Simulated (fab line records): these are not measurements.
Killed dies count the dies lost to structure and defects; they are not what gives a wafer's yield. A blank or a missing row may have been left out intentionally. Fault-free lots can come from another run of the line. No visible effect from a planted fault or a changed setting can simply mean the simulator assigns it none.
Comparing a struck lot with a sound one	flow sky130	20 out of 708 route steps
Sound: these wafers, L262.2, L262.5, L262.6. Struck: wafer L280.5. (L280.3 of the same lot was not struck and is left out.) The cause comes at the end.
Each step with rows lists, per side, the tool, then ch with its chambers, then its first start. Under that, the readings that differ: sound wafers	struck wafers	difference of the means	sigmas: that difference in standard deviations of wafers without a fault.
alike: readings whose means differ by less than 2 such deviations, and words and numbers that are the same on both sides. not compared: withheld readings, readings that some wafer has no value for, bounds like >300 that may hide the same value, and numbers for which the record gives no deviation and whose values overlap.
A row with sigmas, a row that says differs or no value, or rows on one side alone: a step with any of these is where the two part. Numbers that have no deviation but don't overlap get no sigmas and don't part them. Lack of a reading on every wafer of one side parts them only where that side has two or more wafers.

SKY_FIELD_ISO_BOW_MEAS_00:
  sound: film-metro-01 at day 1 15:01; struck: film-metro-02 at day 5 09:02
  alike: INCOMING_BOW
then, 1 step without rows for these wafers: SKY_FIELD_ISO_OXIDATION_01 (stabilise 600 s, purge 300 s, target thk 12 nm).
SKY_FIELD_ISO_THK_MEAS_02:
  sound: film-metro-04 at day 1 16:57; struck: film-metro-02 at day 5 10:52
  alike: FIELD_ISO_OXIDATION_00_THK
then, 1 step without rows for these wafers: SKY_FIELD_ISO_CVD_03 (deposits Si3N4 from DCS/NH3, target thk 165 nm, time 2830 s).
SKY_FIELD_ISO_THK_MEAS_04:
  sound: film-metro-04 at day 1 18:48; struck: film-metro-02 at day 5 13:22
  alike: FIELD_ISO_CVD_03_THK
then, 5 steps without rows for these wafers: SKY_FIELD_ISO_DEHYDRATE_05 (time 60 s); SKY_FIELD_ISO_HMDS_06 (prime time 60 s); SKY_FIELD_ISO_COAT_07 (resist thk 60 nm); SKY_FIELD_ISO_COAT_08 (resist thk 450 nm); SKY_FIELD_ISO_SOFTBAKE_09 (time 90 s).
SKY_FIELD_ISO_EXPOSE_10: exposes mask FOM, target cd 150 nm.
  sound on krf-scanner-01 ch 0, day 2 02:36; struck on krf-scanner-02 ch 0, day 5 22:34
  alike: mask
then, 2 steps without rows for these wafers: SKY_FIELD_ISO_PEB_11; SKY_FIELD_ISO_DEVELOP_12 (develop time 60 s).
SKY_FIELD_ISO_CD_MEAS_13 targets a cd of 150 nm.
  sound: cd-sem-02 at day 2 09:54; struck: cd-sem-02 at day 6 07:55
reading	sound	struck	difference	sigmas
cd-nm (nm)	148.7 150.1 149.9	128.5	-21.1	-16
SKY_FIELD_ISO_ETCH_14: etches BARC in N2/H2, stops on SiO2, time 45.9 s, target depth 60 nm.
  sound on rie-diel-02 ch 0,1,2, day 2 10:00; struck on rie-diel-03 ch 0, day 6 08:00
reading	sound	struck	difference	sigmas
drypump-motor-current-A (A)	5.7 5.4 5.7	6.6	+1.0	+2
model.FIELD_ISO.cd-nm (nm)	148.2 149.4 149.3	127.8	-21.2	
  alike: oes-product-au, throttle-valve-pct
  not compared: rf-hours-counter-h
SKY_FIELD_ISO_ETCH_15: etches the open film in CHF3/O2, stops on Si, target depth 180 nm, time 72 s.
  sound on rie-diel-02 ch 0,1,2, day 2 10:03; struck on rie-diel-03 ch 0, day 6 08:03
reading	sound	struck	difference	sigmas
drypump-motor-current-A (A)	5.7 5.4 5.7	6.6	+1.0	+2
  alike: oes-product-au, throttle-valve-pct
  not compared: rf-hours-counter-h
SKY_FIELD_ISO_STRIP_16: strips in O2/N2.
  sound on plasma-asher-02 ch 0,1, day 2 10:06; struck on plasma-asher-03 ch 1, day 6 08:08
  alike: drypump-motor-current-A, oes-product-au, strip-time-to-endpoint-s
  not compared: rf-hours-counter-h
SKY_FIELD_ISO_ETCH_17: etches Si in HBr/Cl2/O2, target depth 342 nm, time 97.7 s.
  sound on rie-si-02 ch 2,3, day 2 10:12; struck on rie-si-02 ch 1, day 6 08:12
reading	sound	struck	difference	sigmas
model.FIELD_ISO.cd-nm (nm)	148.8 148.6 149.3	128.5	-20.4	
  alike: drypump-motor-current-A, oes-product-au, throttle-valve-pct
  not compared: rf-hours-counter-h
then, 1 step without rows for these wafers: SKY_FIELD_ISO_WET_ETCH_18 (etches Si3N4 in H3PO4, target depth 25 nm, time 286 s).
-- record jumps: 44 days separate the struck wafers' starts on either side; left off in module FIELD_ISO, taken up again in module PAD_OPEN, whose first shown step is the route's number 708 --
SKY_PAD_OPEN_PROBE_99:
  sound: prober-02 at day 45 22:12; struck: prober-01 at day 50 11:26
reading	sound	struck	difference	sigmas
killed-at-front-end	15 11 10	83	+71	+16
killed-dies	79 91 80	166	+83	+9
model.etest.pfet-g5v0d10v5.r-on-ohm-um	4801 4843 4765	4932	+129	
model.etest.res-pdiff.line-ohm-um	1368 1378 1363	1643	+273	
model.etest.res-ndiff.line-ohm-um	767.3 779.8 762.6	901	+131	
model.etest.sram-nfet-pass.drive-ua-um	491.4 493.6 490	421.7	-70.0	
model.etest.sonos-uncharged.r-on-ohm-um	823.3 817.4 818.6	858.3	+38.5	
model.etest.res-pdiff.width-nm (nm)	143.4 142.6 143.8	122.6	-20.7	
model.etest.res-ndiff.width-nm (nm)	155.5 155.4 156.8	135.2	-20.7	
model.etest.sram-pfet-latch.drive-ua-um	132.3 138.8 134.4	121.9	-13.3	
  alike: killed_at_M0_to_M3, killed_at_M4_up, killed-at-contacts, killed-at-other, killed-open, killed-short

## WHERE THEY PART
Last at SKY_PAD_OPEN_PROBE_99 as far as this record goes, first at SKY_FIELD_ISO_CD_MEAS_13.

WHY: what the simulator had put in
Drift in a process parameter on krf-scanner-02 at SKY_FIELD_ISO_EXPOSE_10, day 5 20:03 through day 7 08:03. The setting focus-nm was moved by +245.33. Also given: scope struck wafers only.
